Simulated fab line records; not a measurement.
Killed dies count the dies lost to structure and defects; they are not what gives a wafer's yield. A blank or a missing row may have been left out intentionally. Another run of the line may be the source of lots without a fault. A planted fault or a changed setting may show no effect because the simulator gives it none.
fab line records	flow sky130	part 1 of 2: steps 1 to 43 of 44
record lots=6	wafers=18	last-day=50
route steps=708 shown FIELD_ISO@21 NWELL@32 DNWELL@35 PWDE@45 SONOS_ONO@183 PAD_OPEN@708
lots with no fault: from the same line, run without faults
start-h: start of the lot's first displayed wafer, in hours after the record's first day	wait-h: hours from the lot's prior step to this one	" unchanged from the row above	L1.1+2: several wafers, shown together as one row	- no value, or no start given	* or withheld: withheld	< > ~ a bound
route shown NAME@n: NAME is a module with steps in the file, n the number in the route of the first one	usual: mean/standard deviation taken from wafers without a fault	same: alike in all rows	chamber/n: place in a boat	sites: each site's reading	_std_site: standard deviation of those values	_edge_site: mean of outer sites minus mean of inner sites	radius-mm: how far each site lies from the wafer's centre	mask NAME#n: copy n	behind: tool/chamber where the wafer was last shaped	hold: why the lot went on hold/how many hours it stayed there/how the hold came to an end	device: the transistor (n, p or np) that didn't switch	end of line: the same wafers' tests at the end of the route	a step with no rows: only its recipe	killed: not the wafer's yield, but the dies lost to structure and defects at the first sort	map: a wafer's dies, x killed, . not, _ none there
set.NAME: the setting the step ran with; set.NAME@STEP: the setting that earlier step ran with	model.NAME: the simulator's own value behind a step, which no gauge read
certain route steps with their lots: each step a table, each wafer a row
services: when a tool's chamber went out of use (start-h, in hours from the record's first day, below 0 if earlier), for how many hours, and the reason
## steps
# step SKY_FIELD_ISO_CLEAN_20
# recipe chemistry=dHF	time-s=20	dilution=100:1
# step SKY_FIELD_ISO_WET_ETCH_21
# recipe chemistry=dHF	dilution=100:1	target-depth-nm=20	dry=ipa-marangoni	target=SiO2	temp-c=25	time-s=400
# step SKY_FIELD_ISO_OXIDATION_22
# recipe temp-c=957.9	ambient=O2	stabilise-s=600	purge-s=300	target-thk-a=100	ox-time-s=623
# step SKY_FIELD_ISO_THK_MEAS_23
# recipe reads=SiO2_of_FIELD_ISO_OXIDATION_22
# usual FIELD_ISO_OXIDATION_01_THK=11.09/0.15
lot.wafer	tool	chamber	start-h	wait-h	FIELD_ISO_OXIDATION_01_THK[nm]
L595.1	film-metro-02	-	29.63	0.0	11.09
L595.2	"	-	"	"	10.96
L595.4	"	-	"	"	10.94
L598.3	film-metro-03	-	45.24	0.0	11.03
L598.5	"	-	"	"	11.08
L598.6	"	-	"	"	11.20
L606.1	film-metro-03	-	91.28	0.0	11.28
L606.3	"	-	"	"	11.20
L606.5	"	-	"	"	11.20
L607.1	film-metro-01	-	93.80	0.0	10.85
L607.5	"	-	"	"	10.91
L607.6	"	-	"	"	10.95
L609.1	film-metro-03	-	103.32	0.0	11.17
L609.2	"	-	"	"	11.15
L609.5	"	-	"	"	11.21
L618.1	film-metro-01	-	151.51	0.0	10.89
L618.5	"	-	"	"	10.82
L618.6	"	-	"	"	10.90
# step SKY_FIELD_ISO_CVD_24
# recipe material=SiO2	target-thk-nm=595	temp-c=650	sigma-open-frac=0.3	time-s=99.2	sih4-flow-sccm=60	pressure-mtorr=6
# step SKY_FIELD_ISO_THK_MEAS_25
# recipe reads=SiO2_of_FIELD_ISO_CVD_24
# usual FIELD_ISO_CVD_24_THK=596/4.9
lot.wafer	tool	chamber	start-h	wait-h	FIELD_ISO_CVD_24_THK[nm]
L595.1	film-metro-03	-	29.76	0.0	596
L595.2	"	-	"	"	595
L595.4	"	-	"	"	592
L598.3	film-metro-01	-	45.37	0.1	605
L598.5	"	-	"	"	598
L598.6	"	-	"	"	599
L606.1	film-metro-03	-	91.41	0.0	598
L606.3	"	-	"	"	599
L606.5	"	-	"	"	597
L607.1	film-metro-01	-	93.93	0.0	597
L607.5	"	-	"	"	599
L607.6	"	-	"	"	602
L609.1	film-metro-02	-	103.45	0.0	601
L609.2	"	-	"	"	605
L609.5	"	-	"	"	598
L618.1	film-metro-03	-	151.64	0.0	593
L618.5	"	-	"	"	600
L618.6	"	-	"	"	599
# step SKY_FIELD_ISO_ANNEAL_26
# recipe temp-c=1000	time-s=1800	ambient=N2
# step SKY_FIELD_ISO_CMP_27
# recipe stop-on=Si3N4	t-overpolish-s=16	down-force-psi=4	platen-rpm=60	target-thk-nm=457.8	pad-velocity-m-s=0.94248
# usual motor-current-A=12.3/1.3	overpolish-run-s=16.000/0.0085	retaining-ring-pressure-frac=1.000/0.0052	time-to-endpoint-s=111/3.6
lot.wafer	tool	chamber	start-h	wait-h	motor-current-A	overpolish-run-s	retaining-ring-pressure-frac	time-to-endpoint-s
L595.2	cmp-02	2	31.37	0.1	12.6	16.001	1.001	114
L595.4	"	3	"	"	11.1	15.996	1.009	115
L595.1	"	0	"	"	11.2	15.995	0.995	117
L598.3	cmp-01	0	48.27	0.1	14.7	15.994	1.002	117
L598.6	"	2	"	"	10.2	15.987	1.002	115
L598.5	"	3	"	"	11.0	16.003	0.999	113
L606.3	cmp-01	0	95.40	0.1	14.3	16.003	1.002	110
L606.1	"	1	"	"	13.4	16.011	0.993	105
L606.5	"	3	"	"	11.1	16.009	1.004	106
L607.1	cmp-02	2	97.33	0.1	12.8	15.995	1.004	113
L607.6	"	3	"	"	11.4	15.984	1.002	117
L607.5	"	0	"	"	11.8	15.990	0.999	114
L609.1	cmp-02	0	105.88	0.0	12.2	15.994	0.995	106
L609.2	"	3	"	"	11.1	16.008	1.000	112
L609.5	"	1	"	"	13.1	16.000	1.015	112
L618.1	cmp-01	2	153.36	0.2	11.5	16.002	0.992	109
L618.6	"	3	"	"	11.0	16.011	1.009	114
L618.5	"	0	"	"	14.1	16.003	0.997	119
# step SKY_FIELD_ISO_WET_ETCH_28
# recipe chemistry=dHF	target-depth-nm=23.7	target=SiO2	dilution=10:1	temp-c=25	time-s=47
# step SKY_FIELD_ISO_WET_ETCH_29
# recipe chemistry=H3PO4	target-depth-nm=160	target=Si3N4	temp-c=160	time-s=1825
# step SKY_FIELD_ISO_WET_ETCH_30
# recipe chemistry=dHF	target-depth-nm=25	target=SiO2	dilution=10:1	temp-c=25	time-s=50
# step SKY_NWELL_CLEAN_00
# recipe chemistry=SC1/SC2	mix=1:4:20	temp-c=70	time-s=150	dry=n2-spin
# step SKY_NWELL_OXIDATION_01
# recipe temp-c=900	ambient=O2	stabilise-s=600	purge-s=300	target-thk-a=100	ox-time-s=1418
# usual spike-tc-bottom-C=920.1/1.4	spike-tc-centre-C=900.8/0.96	spike-tc-lower-C=900.9/1	spike-tc-top-C=914.5/1.2	spike-tc-upper-C=899.8/1	tube-center-temp-C=900/0.081	tube_center_temp_C_max=902.3/0.37	zone-power-lower-pct=18.21/0.23	zone-power-top-pct=29.7/0.55	zone-power-upper-pct=17.79/0.19
lot.wafer	tool	chamber	start-h	wait-h	spike-tc-bottom-C	spike-tc-centre-C	spike-tc-lower-C	spike-tc-top-C	spike-tc-upper-C	tube-center-temp-C	tube_center_temp_C_max	zone-power-lower-pct	zone-power-top-pct	zone-power-upper-pct	model.SiO2_of_NWELL_OXIDATION_01.thk-nm
L595.1	furnace-01	0	34.34	2.1	919.2	900.9	899.0	911.7	899.8	899.98	902.3	18.19	29.8	17.65	9.855
L595.2	"	0	"	"	920.7	901.2	900.0	913.1	900.7	900.03	901.9	18.37	30.4	17.56	10.01
L595.4	"	0	"	"	920.8	901.0	900.4	912.9	900.0	899.98	901.8	18.52	30.4	17.97	9.86
L598.3	furnace-02	0	49.98	0.3	919.1	902.3	901.2	915.3	898.7	899.98	902.5	17.68	29.4	17.80	10.03
L598.5	"	0	"	"	917.6	900.3	901.9	915.6	901.3	899.91	902.8	17.85	28.8	17.66	10.19
L598.6	"	0	"	"	921.6	900.9	902.6	914.5	899.0	900.05	902.4	17.93	29.2	17.96	9.865
L606.1	furnace-02	0	97.18	1.0	836.1	816.6	816.7	833.1	814.4	815.46	817.3	14.62	25.1	14.43	3.284
L606.3	"	0	"	"	835.9	816.9	817.2	833.2	815.6	815.47	817.6	14.73	25.0	14.47	3.341
L606.5	"	0	"	"	834.0	815.1	815.5	831.1	815.1	815.76	818.5	14.83	25.3	14.70	3.361
L607.1	furnace-02	0	98.58	0.5	835.7	817.5	816.6	831.6	816.4	815.55	817.9	14.75	24.5	14.57	3.41
L607.5	"	0	"	"	835.6	816.7	815.7	832.4	813.6	815.55	817.5	14.62	24.9	14.61	3.279
L607.6	"	0	"	"	836.2	816.4	818.2	833.0	815.1	815.46	817.4	14.66	24.9	14.55	3.277
L609.1	furnace-01	0	107.90	1.1	919.8	901.4	901.3	913.6	901.3	900.02	902.4	18.64	29.5	17.70	10
L609.2	"	0	"	"	920.6	901.2	900.3	914.0	901.3	899.93	903.3	18.55	30.8	17.66	10.05
L609.5	"	0	"	"	919.2	900.2	902.0	915.0	899.1	899.92	902.1	18.30	29.9	17.58	10.06
L618.1	furnace-01	0	155.52	1.4	919.6	899.5	901.1	913.4	899.9	900.12	902.1	18.58	30.3	17.54	10.08
L618.5	"	0	"	"	923.2	900.6	900.1	914.3	902.7	900.05	902.2	18.45	30.3	17.87	9.954
L618.6	"	0	"	"	922.1	899.8	900.4	914.3	900.8	900.11	902.1	18.10	30.0	17.94	10.18
# step SKY_NWELL_THK_MEAS_02
# recipe reads=SiO2_of_NWELL_OXIDATION_01
# usual NWELL_OXIDATION_THK=9.91/0.15
lot.wafer	tool	chamber	start-h	wait-h	NWELL_OXIDATION_THK[nm]
L595.1	film-metro-04	-	35.73	0.0	9.90
L595.2	"	-	"	"	10.01
L595.4	"	-	"	"	9.86
L598.3	film-metro-03	-	51.40	0.0	10.03
L598.5	"	-	"	"	10.19
L598.6	"	-	"	"	9.88
L606.1	film-metro-03	-	98.58	0.0	3.33
L606.3	"	-	"	"	3.34
L606.5	"	-	"	"	3.34
L607.1	film-metro-03	-	99.97	0.0	3.40
L607.5	"	-	"	"	3.29
L607.6	"	-	"	"	3.32
L609.1	film-metro-04	-	109.29	0.0	10.00
L609.2	"	-	"	"	10.10
L609.5	"	-	"	"	10.07
L618.1	film-metro-04	-	156.92	0.0	10.02
L618.5	"	-	"	"	9.92
L618.6	"	-	"	"	10.22
# step SKY_DNWELL_DEHYDRATE_00
# recipe temp-c=200	time-s=60
# step SKY_DNWELL_HMDS_01
# recipe prime-time-s=60	prime-temp-c=120
# step SKY_DNWELL_COAT_02
# recipe spin-rpm=2000	resist-thk-nm=3000
# step SKY_DNWELL_SOFTBAKE_03
# recipe temp-c=110	time-s=withheld
# step SKY_DNWELL_EXPOSE_04
# recipe mask-id=DNM	na=0.57	target-cd-nm=3000	dose-mj=222
# step SKY_DNWELL_PEB_05
# recipe temp-c=115	time-s=withheld
# step SKY_DNWELL_DEVELOP_06
# recipe wall-angle-deg=90	developer=TMAH	develop-time-s=60	dev-temp-c=23
# step SKY_DNWELL_IMPLANT_07
# recipe species=P	energy-kev=withheld	dose-cm2=withheld	tilt-deg=withheld
# step SKY_DNWELL_STRIP_08
# recipe chemistry=O2/N2	power-w=1400	pressure-mtorr=1500	platen-temp-c=withheld	o2-flow-sccm=3000	n2-flow-sccm=300	overash-fraction=0.5
# usual chamber-pressure-mTorr=1499.9/1.3	drypump-motor-current-A=5.6/0.5	oes-product-au=0.722/0.0045	strip-time-to-endpoint-s=36.94/0.091
lot.wafer	tool	chamber	start-h	wait-h	chamber-pressure-mTorr	drypump-motor-current-A	oes-product-au	rf-hours-counter-h	strip-time-to-endpoint-s
L595.1	plasma-asher-02	0	51.26	0.1	1499.6	5.2	0.727	38	36.95
L595.2	"	1	"	"	1499.1	6.5	0.722	38	36.91
L595.4	"	1	"	"	1499.5	6.5	0.719	-	36.91
L598.3	plasma-asher-01	1	67.12	0.1	1502.0	5.4	0.718	-	36.88
L598.5	"	1	"	"	1498.4	5.4	0.727	-	36.92
L598.6	"	0	"	"	1501.9	5.7	0.732	-	36.90
L606.1	plasma-asher-02	0	116.07	0.1	1501.3	5.2	0.716	44	37.08
L606.3	"	1	"	"	1502.1	6.4	0.720	-	37.01
L606.5	"	1	"	"	1499.7	6.5	0.722	-	37.06
L607.1	plasma-asher-04	1	117.38	0.1	1500.0	5.6	0.726	45	36.95
L607.5	"	1	"	"	1498.9	5.6	0.721	-	36.98
L607.6	"	0	"	"	1499.2	5.0	0.730	-	37.00
L609.1	plasma-asher-02	0	126.97	0.1	1503.8	5.2	0.720	45	36.96
L609.2	"	1	"	"	1500.9	6.5	0.719	45	36.94
L609.5	"	0	"	"	1498.4	5.3	0.726	-	36.93
L618.1	plasma-asher-04	1	178.38	0.1	1500.1	5.6	0.727	51	36.85
L618.5	"	0	"	"	1499.3	5.0	0.724	-	36.93
L618.6	"	1	"	"	1500.7	5.6	0.730	-	36.83
# step SKY_DNWELL_TW_MEAS_09
# usual DNWELL_TW=1124/9.7
lot.wafer	tool	chamber	start-h	wait-h	DNWELL_TW
L595.1	film-metro-04	-	51.36	0.1	1125
L595.2	"	-	"	"	1130
L595.4	"	-	"	"	1128
L598.3	film-metro-04	-	67.20	0.1	1132
L598.5	"	-	"	"	1128
L598.6	"	-	"	"	1128
L606.1	film-metro-01	-	116.17	0.1	1115
L606.3	"	-	"	"	1114
L606.5	"	-	"	"	1119
L607.1	film-metro-03	-	117.48	0.1	1120
L607.5	"	-	"	"	1117
L607.6	"	-	"	"	1116
L609.1	film-metro-01	-	127.07	0.1	1111
L609.2	"	-	"	"	1118
L609.5	"	-	"	"	1106
L618.1	film-metro-03	-	178.48	0.1	1127
L618.5	"	-	"	"	1133
L618.6	"	-	"	"	1127
# step SKY_PWDE_DEHYDRATE_00
# recipe temp-c=200	time-s=60
# step SKY_PWDE_HMDS_01
# recipe prime-time-s=60	prime-temp-c=119.1
# step SKY_PWDE_COAT_02
# recipe spin-rpm=2000	resist-thk-nm=3000
# step SKY_PWDE_SOFTBAKE_03
# recipe temp-c=110	time-s=withheld
# step SKY_PWDE_EXPOSE_04
# recipe mask-id=PWDEM	na=0.6	source-shape=conventional	sigma-outer=0.6	polarization=unpolarized	target-cd-nm=840	dose-mj=214
# step SKY_PWDE_PEB_05
# recipe temp-c=115	time-s=withheld
# step SKY_PWDE_DEVELOP_06
# recipe wall-angle-deg=90	developer=TMAH	develop-time-s=60	dev-temp-c=23
# step SKY_PWDE_OVL_MEAS_07
# usual PWDE_OVL=-0.3/1.5
lot.wafer	tool	chamber	start-h	wait-h	PWDE_OVL[nm]
L595.1	overlay-02	-	67.06	-	-1.6
L595.2	"	-	"	"	-0.1
L595.4	"	-	"	"	-0.4
L598.3	overlay-01	-	83.70	-	1.0
L598.5	"	-	"	"	2.2
L598.6	"	-	"	"	1.3
L606.1	overlay-01	-	133.28	-	-0.1
L606.3	"	-	"	"	-1.7
L606.5	"	-	"	"	-0.5
L607.1	overlay-02	-	135.62	-	0.2
L607.5	"	-	"	"	-0.6
L607.6	"	-	"	"	1.0
L609.1	overlay-01	-	145.51	-	-2.2
L609.2	"	-	"	"	-2.4
L609.5	"	-	"	"	-0.8
L618.1	overlay-02	-	198.63	-	0.0
L618.5	"	-	"	"	0.3
L618.6	"	-	"	"	1.4
# step SKY_PWDE_IMPLANT_08
# recipe species=B	energy-kev=150	dose-cm2=3.6e+12	tilt-deg=withheld
# step SKY_PWDE_STRIP_09
# recipe chemistry=O2/N2	power-w=1400	pressure-mtorr=1500	platen-temp-c=withheld	o2-flow-sccm=3000	n2-flow-sccm=300	overash-fraction=0.5
# usual chamber-pressure-mTorr=1499.9/1.3	drypump-motor-current-A=5.8/0.53	oes-product-au=0.722/0.0047	strip-time-to-endpoint-s=36.93/0.11
lot.wafer	tool	chamber	start-h	wait-h	chamber-pressure-mTorr	drypump-motor-current-A	oes-product-au	rf-hours-counter-h	strip-time-to-endpoint-s
L595.1	plasma-asher-03	1	67.25	0.1	1501.3	5.9	0.723	24	36.95
L595.2	"	0	"	"	1498.6	6.0	0.726	24	37.01
L595.4	"	1	"	"	1499.3	5.9	0.721	-	36.99
L598.3	plasma-asher-02	1	83.90	0.1	1498.8	6.5	0.717	-	36.85
L598.5	"	1	"	"	1498.6	6.5	0.723	-	36.86
L598.6	"	0	"	"	1498.9	5.2	0.724	-	36.92
L606.1	plasma-asher-02	1	133.47	0.1	1497.3	6.5	0.719	46	36.91
L606.3	"	1	"	"	1499.5	6.5	0.722	-	37.04
L606.5	"	0	"	"	1499.5	5.2	0.724	-	36.85
L607.1	plasma-asher-04	1	135.81	0.1	1499.4	5.6	0.714	47	36.97
L607.5	"	0	"	"	1500.0	5.0	0.712	-	36.91
L607.6	"	1	"	"	1498.1	5.6	0.723	-	36.87
L609.1	plasma-asher-03	0	145.70	0.1	1498.2	6.0	0.721	32	36.66
L609.2	"	1	"	"	1500.8	5.9	0.718	32	36.81
L609.5	"	1	"	"	1500.2	5.9	0.721	-	36.90
L618.1	plasma-asher-03	1	198.82	0.1	1501.9	5.9	0.720	36	36.91
L618.5	"	1	"	"	1499.0	5.9	0.713	-	36.83
L618.6	"	0	"	"	1499.9	6.0	0.723	-	36.89
# step SKY_PWDE_TW_MEAS_10
# usual PWDE_TW=376.8/2.9
lot.wafer	tool	chamber	start-h	wait-h	PWDE_TW
L595.1	film-metro-01	-	67.35	0.1	370.4
L595.2	"	-	"	"	372.9
L595.4	"	-	"	"	372.7
L598.3	film-metro-04	-	83.99	0.1	374.7
L598.5	"	-	"	"	376.0
L598.6	"	-	"	"	377.9
L606.1	film-metro-03	-	133.57	0.1	379.4
L606.3	"	-	"	"	379.5
L606.5	"	-	"	"	379.9
L607.1	film-metro-03	-	135.91	0.1	378.7
L607.5	"	-	"	"	377.7
L607.6	"	-	"	"	378.5
L609.1	film-metro-03	-	145.80	0.1	381.3
L609.2	"	-	"	"	381.0
L609.5	"	-	"	"	377.9
L618.1	film-metro-03	-	198.92	0.1	379.3
L618.5	"	-	"	"	377.6
L618.6	"	-	"	"	379.4
# step SKY_NWELL_DEHYDRATE_03
# recipe temp-c=200	time-s=60
# step SKY_NWELL_HMDS_04
# recipe prime-time-s=60	prime-temp-c=120
# step SKY_NWELL_COAT_05
# recipe spin-rpm=2000	resist-thk-nm=3000
# step SKY_NWELL_SOFTBAKE_06
# recipe temp-c=110	time-s=withheld
# step SKY_NWELL_EXPOSE_07
# recipe mask-id=NWM	na=0.6	source-shape=conventional	sigma-outer=0.6	polarization=unpolarized	target-cd-nm=840	dose-mj=255
# step SKY_NWELL_PEB_08
# recipe temp-c=115	time-s=withheld
# step SKY_NWELL_DEVELOP_09
# recipe wall-angle-deg=90	developer=TMAH	develop-time-s=60	dev-temp-c=23
# step SKY_SONOS_ONO_ETCH_15
# recipe target-depth-nm=19.52	chemistry=CHF3/O2	source-w=600	bias-w=200	pressure-mtorr=40	chf3-flow-sccm=50	O2_flow_sccm=5	time-s=7.8
# usual chamber-pressure-mTorr=40.00/0.032	drypump-motor-current-A=5.8/0.43	oes-product-au=1.000/0.0099	throttle-valve-pct=8.825/0.0092
lot.wafer	tool	chamber	start-h	wait-h	chamber-pressure-mTorr	drypump-motor-current-A	oes-product-au	rf-hours-counter-h	throttle-valve-pct	model.SiO2_of_NWELL_OXIDATION_01.thk-nm
L595.1	rie-diel-04	2	268.67	0.0	39.99	5.6	0.972	0	8.818	5.476
L595.2	"	1	"	"	40.06	5.7	0.998	68	8.814	5.481
L595.4	"	3	"	"	40.07	5.1	0.990	1	8.806	5.365
L598.3	rie-diel-03	0	296.54	0.0	40.00	5.8	1.001	112	8.831	5.517
L598.5	"	0	"	"	40.00	5.8	1.002	-	8.802	5.659
L598.6	"	3	"	"	40.01	6.3	1.002	-	8.823	5.308
L606.1	rie-diel-03	1	369.81	0.0	40.04	5.8	1.010	36	8.833	0.9056
L606.3	"	0	"	"	39.99	5.8	1.007	114	8.818	0.9268
L606.5	"	1	"	"	39.93	5.8	1.013	-	8.803	0.9314
L607.1	rie-diel-03	0	375.33	0.0	39.99	5.8	1.006	114	8.824	0.9517
L607.5	"	3	"	"	40.01	6.4	1.004	-	8.831	0.9015
L607.6	"	0	"	"	40.05	5.8	0.997	-	8.822	0.901
L609.1	rie-diel-01	3	393.48	0.0	40.05	4.8	1.030	6	8.832	5.388
L609.2	"	2	"	"	39.90	5.4	1.000	36	8.837	5.483
L609.5	"	2	"	"	40.02	5.3	1.005	-	8.840	5.489
L618.1	rie-diel-03	0	465.38	0.0	39.96	5.8	1.002	1	8.833	5.593
L618.5	"	3	"	"	40.01	6.3	0.999	-	8.840	5.452
L618.6	"	0	"	"	40.00	5.8	0.998	-	8.831	5.692
## key
first-sign step=SKY_NWELL_OXIDATION_01	reading=tube-center-temp-C	direction=down	sigmas=99+	usual=*	struck=*
effect step=SKY_NWELL_OXIDATION_01	reading=tube_center_temp_C_max	direction=down	sigmas=99+	usual=*	struck=*
effect step=SKY_NWELL_THK_MEAS_02	reading=NWELL_OXIDATION_THK	direction=down	sigmas=45	usual=9.91	struck=3.34
model-effect step=SKY_NWELL_OXIDATION_01	value=SiO2_of_NWELL_OXIDATION_01.thk-nm	without=9.777	struck=3.325
model-effect step=SKY_SONOS_ONO_ETCH_15	value=SiO2_of_NWELL_OXIDATION_01.thk-nm	without=5.244	struck=0.9197
model-effect step=SKY_PAD_OPEN_PROBE_99	value=etest.nfet_16v.r-on-ohm-um	without=1.4e+04	struck=1.437e+04
met-at SKY_NWELL_OXIDATION_01
struck-wafers L606.1,L606.3,L606.5,L607.1,L607.5,L607.6
tester-left-out L606,L607
onset-between 49.98 97.18
fault kind=process-parameter-drift	tool=furnace-02	chamber=-	onset-h=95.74	steps=SKY_NWELL_OXIDATION_01	channel=temp-c	offset=*	shape=step	end-h=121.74	acts-in=*	stated=*
# tester-left-out: of these lots the tester's yield and bins aren't shown, on N5 and GAA mostly nor the transistor test; their killed dies are dies lost to structure and defects alone, not to doping, threshold or leakage, so they don't give the yield
